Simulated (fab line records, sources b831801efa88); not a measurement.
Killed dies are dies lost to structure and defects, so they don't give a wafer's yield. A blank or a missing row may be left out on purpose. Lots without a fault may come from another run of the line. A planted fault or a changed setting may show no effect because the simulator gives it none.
fab line records | flow gf180mcu
record lots=6 wafers=17 last_day=34
route steps=602 shown V4@486
lots that met no fault: from a run of the same line without faults
start_h: hours from the record's first day to the start of the lot's first wafer shown | wait_h: hours since the lot's step before | " the same as in the row above | L1.1+2: a row that stands for several wafers | - no value, or no start given | * or withheld: withheld | < > ~ a bound
route shown NAME@n: a module of which the file shows steps, and the number in the route of the first | usual: mean/standard deviation of fault-free wafers | same: alike in all rows | chamber/n: place in a boat | sites: the reading at each site | _std_site: their standard deviation | _edge_site: outer sites' mean less inner sites' | radius_mm: how far each site lies from the wafer's centre | mask NAME#n: copy n | behind: the tool/chamber that last shaped the wafer | hold: why the lot was held/for how many hours/how that ended | device: the transistor (n, p or np) that didn't switch | end of line: the same wafers' tests at the end of the route | a step without rows: its recipe alone | killed: dies lost to structure and defects at the first sort, not the wafer's yield | map: a wafer's dies, x killed, . not, _ none there
set.NAME: the setting as run; set.NAME@STEP: as run at that earlier step | model.NAME: the simulator's own value behind a step, which no gauge read
lots at some steps of the route; a table a step, a row a wafer
services: from which hour (start_h, from the record's first day; less than 0 if before it) a tool's chamber was out of use, for how many hours, and why
## steps
# step GF_V4_SOFTBAKE_10
# recipe temp_c=130 time_s=60 resist=KrF
# step GF_V4_EXPOSE_11
# recipe mask_id=Via4 target_cd_nm=260 na=0.68 source_shape=conventional sigma_outer=0.6 dose_mj=38
# step GF_V4_PEB_12
# recipe peb_temp_c=135 peb_time_s=90 resist=KrF
# step GF_V4_DEVELOP_13
# recipe develop_time_s=60 resist=KrF dev_temp_c=21
# step GF_V4_CD_MEAS_14
# recipe target_cd_nm=260
# usual cd_nm=259.8/1.3
# columns lot.wafer tool chamber start_h wait_h cd_nm
L438.1 cd_sem-01 - 597.69 0.1 258.0
L438.5 " - " " 258.5
L438.6 " - " " 259.2
L441.1 cd_sem-01 - 626.24 0.1 260.2
L441.5 " - " " 260.5
L441.6 " - " " 260.5
L442.5 cd_sem-01 - 631.17 0.1 261.3
L442.6 " - " " 260.6
L453.1 cd_sem-01 - 711.59 0.1 259.3
L453.2 " - " " 260.2
L453.4 " - " " 257.7
L454.2 cd_sem-01 - 720.16 0.1 261.8
L454.4 " - " " 261.2
L454.6 " - " " 261.3
L456.1 cd_sem-02 - 730.34 0.1 260.1
L456.2 " - " " 258.7
L456.5 " - " " 258.3
# step GF_V4_OVL_MEAS_15
# usual V4_OVL=-3/5.3
# columns lot.wafer tool chamber start_h wait_h V4_OVL[nm]
L438.1 overlay-02 - 597.81 0.1 0
L438.5 " - " " -11
L438.6 " - " " -6
L441.1 overlay-02 - 626.36 0.1 -2
L441.5 " - " " -2
L441.6 " - " " -5
L442.5 overlay-01 - 631.23 0.0 -3
L442.6 " - " " -6
L453.1 overlay-01 - 711.71 0.1 -2
L453.2 " - " " -3
L453.4 " - " " 1
L454.2 overlay-01 - 720.27 0.1 2
L454.4 " - " " 6
L454.6 " - " " 3
L456.1 overlay-01 - 730.46 0.1 -4
L456.2 " - " " -2
L456.5 " - " " -10
# step GF_V4_ETCH_16
# recipe chemistry=N2/H2 target_depth_a=withheld overetch_a=withheld time_s=withheld target=BARC ion_energy_ev=200 source_w=500 bias_w=100 pressure_mtorr=30 n2_flow_sccm=100 h2_flow_sccm=200
# usual drypump_motor_current_A=5.9/0.39 oes_product_au=0.856/0.0047 throttle_valve_pct=13.224/0.0087
# columns lot.wafer tool chamber start_h wait_h drypump_motor_current_A oes_product_au throttle_valve_pct
L438.1 rie_diel-01 2 597.85 0.0 5.9 0.862 13.226
L438.5 " 0 " " 5.8 0.857 13.219
L438.6 " 3 " " 5.1 0.855 13.232
L441.1 rie_diel-03 0 626.40 0.0 6.2 0.851 13.209
L441.5 " 2 " " 5.9 0.854 13.211
L441.6 " 1 " " 5.6 0.849 13.223
L442.5 rie_diel-03 1 631.27 0.0 5.6 0.863 13.231
L442.6 " 2 " " 5.8 0.856 13.225
L453.1 rie_diel-04 0 711.75 0.0 6.1 0.852 13.225
L453.2 " 2 " " 6.6 0.856 13.223
L453.4 " 3 " " 6.3 0.850 13.233
L454.2 rie_diel-01 2 720.30 0.0 5.9 0.855 13.228
L454.4 " 1 " " 6.3 0.854 13.228
L454.6 " 3 " " 5.1 0.857 13.210
L456.1 rie_diel-01 2 730.50 0.0 5.9 0.858 13.229
L456.2 " 1 " " 6.3 0.856 13.216
L456.5 " 0 " " 5.8 0.860 13.220
# step GF_V4_ETCH_17
# recipe chemistry=C4F8/O2/Ar mask_material=KrF target=SiO2 stop_on=TiN source_w=1500 bias_w=1200 pressure_mtorr=40 c4f8_flow_sccm=withheld O2_flow_sccm=6 Ar_flow_sccm=300 time_s=withheld target_depth_a=6300
# usual oes_product_au=0.855/0.0049
# columns lot.wafer tool chamber start_h wait_h oes_product_au
L438.1 rie_diel-01 2 - - 0.851
L438.5 " 0 " " 0.853
L438.6 " 3 " " 0.862
L441.1 rie_diel-03 0 - - 0.853
L441.5 " 2 " " 0.843
L441.6 " 1 " " 0.857
L442.5 rie_diel-03 1 - - 0.859
L442.6 " 2 " " 0.857
L453.1 rie_diel-04 0 - - 0.850
L453.2 " 2 " " 0.855
L453.4 " 3 " " 0.855
L454.2 rie_diel-01 2 - - 0.868
L454.4 " 1 " " 0.849
L454.6 " 3 " " 0.852
L456.1 rie_diel-01 2 - - 0.849
L456.2 " 1 " " 0.855
L456.5 " 0 " " 0.852
# step GF_V4_STRIP_18
# recipe chemistry=O2/N2 power_w=1400 pressure_mtorr=1500 platen_temp_c=250 o2_flow_sccm=3000 n2_flow_sccm=300 overash_fraction=0.5
# usual drypump_motor_current_A=5.4/0.45 heater_power_w=322/38 oes_product_au=0.593/0.005
# columns lot.wafer tool chamber start_h wait_h drypump_motor_current_A heater_power_w oes_product_au rf_hours_counter_h
L438.1 plasma_asher-02 0 597.98 - 4.9 310 0.587 53
L438.5 " 0 " " 4.9 311 0.592 -
L438.6 " 1 " " 5.7 260 0.592 -
L441.1 plasma_asher-04 1 626.53 - 5.4 327 0.588 20
L441.5 " 1 " " 5.4 331 0.595 -
L441.6 " 0 " " 4.9 390 0.589 -
L442.5 plasma_asher-04 0 631.44 - 5.0 390 0.591 -
L442.6 " 1 " " 5.5 329 0.591 -
L453.1 plasma_asher-02 1 711.88 - 5.7 267 0.588 65
L453.2 " 0 " " 4.9 303 0.601 65
L453.4 " 0 " " 4.9 311 0.592 -
L454.2 plasma_asher-01 1 720.42 - 6.2 313 0.595 107
L454.4 " 0 " " 5.5 322 0.589 -
L454.6 " 0 " " 5.5 320 0.592 -
L456.1 plasma_asher-02 1 730.62 - 5.7 261 0.594 67
L456.2 " 0 " " 4.9 309 0.581 67
L456.5 " 0 " " 4.9 308 0.597 -
# step GF_V4_STRIP_19
# recipe chemistry=post_etch_residue_remover time_s=1200 temp_c=72.5
# step GF_V4_CLEAN_20
# recipe chemistry=DIW dry=n2_spin
# step GF_V4_SPUTTER_21
# recipe material=Ti target_thk_nm=15 chamber_pressure_pa=5 power_w=2500 substrate_temp_c=200 time_s=80.02
# usual throttle_valve_pct=30.6/0.83
# columns lot.wafer tool chamber start_h wait_h throttle_valve_pct
L438.1 pvd_sputter-04 - 598.51 0.0 30.7
L438.5 " - " " 30.1
L438.6 " - " " 29.1
L441.1 pvd_sputter-01 - 627.10 0.0 31.2
L441.5 " - " " 31.3
L441.6 " - " " 31.7
L442.5 pvd_sputter-01 - 631.94 0.0 31.1
L442.6 " - " " 31.7
L453.1 pvd_sputter-01 - 712.41 0.0 31.4
L453.2 " - " " 31.1
L453.4 " - " " 30.1
L454.2 pvd_sputter-02 - 720.96 0.0 30.0
L454.4 " - " " 30.7
L454.6 " - " " 30.8
L456.1 pvd_sputter-04 - 731.20 0.0 30.1
L456.2 " - " " 29.2
L456.5 " - " " 29.3
# step GF_V4_SPUTTER_22
# recipe material=TiN target_thk_nm=10 chamber_pressure_pa=5 power_w=4000 time_s=40
# usual throttle_valve_pct=30.6/0.82
# columns lot.wafer tool chamber start_h wait_h throttle_valve_pct model.TiN_of_V4_SPUTTER_22.thk_nm
L438.1 pvd_sputter-04 - 598.57 0.0 30.7 9.826
L438.5 " - " " 29.9 9.749
L438.6 " - " " 29.5 9.967
L441.1 pvd_sputter-01 - 627.16 0.0 31.3 10.15
L441.5 " - " " 31.1 10.14
L441.6 " - " " 32.1 10.61
L442.5 pvd_sputter-01 - 631.99 0.0 31.2 10.25
L442.6 " - " " 31.9 10.69
L453.1 pvd_sputter-01 - 712.47 0.0 31.2 9.923
L453.2 " - " " 31.3 10.15
L453.4 " - " " 30.0 9.878
L454.2 pvd_sputter-02 - 721.02 0.0 29.8 10.22
L454.4 " - " " 30.8 10.25
L454.6 " - " " 31.0 10.23
L456.1 pvd_sputter-04 - 731.26 0.0 30.3 9.972
L456.2 " - " " 29.4 10.04
L456.5 " - " " 29.2 10.14
# step GF_V4_CVD_23
# recipe material=W target_thk_nm=350 time_s=104.9 temp_c=400 pressure_torr=40
# usual heater_power_w=922/33
# columns lot.wafer tool chamber start_h wait_h heater_power_w
L438.1 cvd_w-02 0 598.61 0.0 926
L438.5 " 0 " " 924
L438.6 " 1 " " 928
L441.1 cvd_w-02 1 627.20 0.0 925
L441.5 " 0 " " 894
L441.6 " 1 " " 934
L442.5 cvd_w-02 0 632.16 0.1 923
L442.6 " 0 " " 918
L453.1 cvd_w-01 0 712.51 0.0 946
L453.2 " 1 " " 890
L453.4 " 0 " " 979
L454.2 cvd_w-01 0 721.06 0.0 968
L454.4 " 0 " " 992
L454.6 " 1 " " 881
L456.1 cvd_w-02 1 731.30 0.0 923
L456.2 " 0 " " 926
L456.5 " 0 " " 908
## services
# columns tool chamber start_h hours kind
cvd_w-01 0 589.82 13.9 repair
rie_diel-04 0 620.75 5.5 repair
cvd_w-01 - 625.70 4.3 pm
cvd_w-02 1 631.99 10.1 repair
pvd_sputter-02 - 639.51 5.5 repair
pvd_sputter-01 - 650.43 9.1 repair
rie_diel-01 1 651.89 8.2 repair
pvd_sputter-04 - 659.24 1.4 repair
rie_diel-04 - 659.96 1.2 repair
plasma_asher-01 - 661.01 2.8 pm
cvd_w-02 - 661.62 2.8 pm
rie_diel-04 3 663.32 5.7 repair
cvd_w-01 - 664.79 14.6 pm
rie_diel-03 0 671.70 2.2 repair
pvd_sputter-01 - 676.46 5.7 repair
cvd_w-02 - 690.64 4.3 pm
rie_diel-01 3 697.67 7.1 repair
plasma_asher-02 - 699.55 3.7 repair
rie_diel-01 1 702.41 4.1 repair
rie_diel-01 0 702.66 5.4 repair
pvd_sputter-02 - 709.63 1.0 repair
cvd_w-01 - 710.04 0.6 repair
plasma_asher-04 - 721.12 2.8 pm
rie_diel-01 3 727.50 10.2 repair
## key
first_sign none at tools or gauges
model_effect step=GF_V4_SPUTTER_22 value=TiN_of_V4_SPUTTER_22.thk_nm without=10.04 struck=10.65
met_at GF_V4_SPUTTER_22
struck_wafers L441.6,L442.6
fault kind=process_parameter_drift tool=pvd_sputter-01 chamber=- onset_h=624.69 steps=GF_V4_SPUTTER_22 channel=time_s offset=* shape=step end_h=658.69 scope=struck_wafers_only acts_in=* stated=*
